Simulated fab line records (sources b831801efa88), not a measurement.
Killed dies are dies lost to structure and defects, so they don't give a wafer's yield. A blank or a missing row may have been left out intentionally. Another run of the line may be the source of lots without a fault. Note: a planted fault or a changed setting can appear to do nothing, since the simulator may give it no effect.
Matching of chambers	flow sfqLine	3 sister chambers for SFQ_TRILAYER_I3_DEP_PECVD_081 on pecvd-04
The step deposits SiO2 from SiH4/N2O, time 111.11 s, target thk 500 nm. 14 wafers are shown with their chamber, then 7 later ones without.

EACH WAFER AND ITS CHAMBER
wafer	chamber	runLengthS (s)	throttleValvePct (%)	heaterPowerW (W)
L892.4	0	138.0	24.1	71
L892.5	1	139.9	25.4	63
L892.6	2	138.3	23.1	87
L893.4	2	138.1	23.2	85
L893.5	0	138.0	24.0	66
L893.6	1	139.6	25.0	64
L894.1	2	138.2	23.1	74
L894.2	0	138.5	24.1	60
L894.4	0	138.0	23.9	65
L906.1	2	137.9	23.6	90
L906.3	0	137.9	24.9	67
L906.6	2	138.3	23.7	74
L907.2	2	138.1	23.6	92
L907.5	0	138.8	24.5	74

SIGNATURES (averages over the wafers above)
reading	chamber 0	chamber 1	chamber 2	scatter within a chamber
runLengthS	138.200	139.750	138.150	0.273
throttleValvePct	24.250	25.200	23.383	0.328
heaterPowerW	67.17	63.50	83.67	6.24
Rule: a wafer lies at a distance from a chamber equal to the root of the sum of squares, over the readings, of (its reading less the chamber's mean, divided by the reading's scatter). The wafer belongs to the nearest chamber; if the next one is less than 2 further off, it can't be placed. The scatter: the root of (the sum of the squares of (reading less its chamber's mean) over the shown wafers, divided by (wafers less chambers)).

WAFERS WHOSE CHAMBER IS MISSING
wafer	runLengthS (s)	throttleValvePct (%)	heaterPowerW (W)
L907.6	139.7	25.7	62
L908.1	139.8	25.6	63
L908.3	138.4	24.7	71
L908.5	138.1	24.8	74
L911.2	139.4	25.4	62
L911.3	139.0	23.8	85
L911.5	138.9	24.7	60

WHICH CHAMBER EACH WENT THROUGH
wafer	from the rows above	in truth
L907.6	1	1
L908.1	1	1
L908.3	0	0
L908.5	0	0
L911.2	1	1
L911.3	can't be placed: 2 or 0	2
L911.5	can't be placed: 0 or 1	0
5 of 7 placed correctly. Cannot be placed on the basis of these rows: 2; the candidates contain the true chamber in 2. 0 placed wrongly.
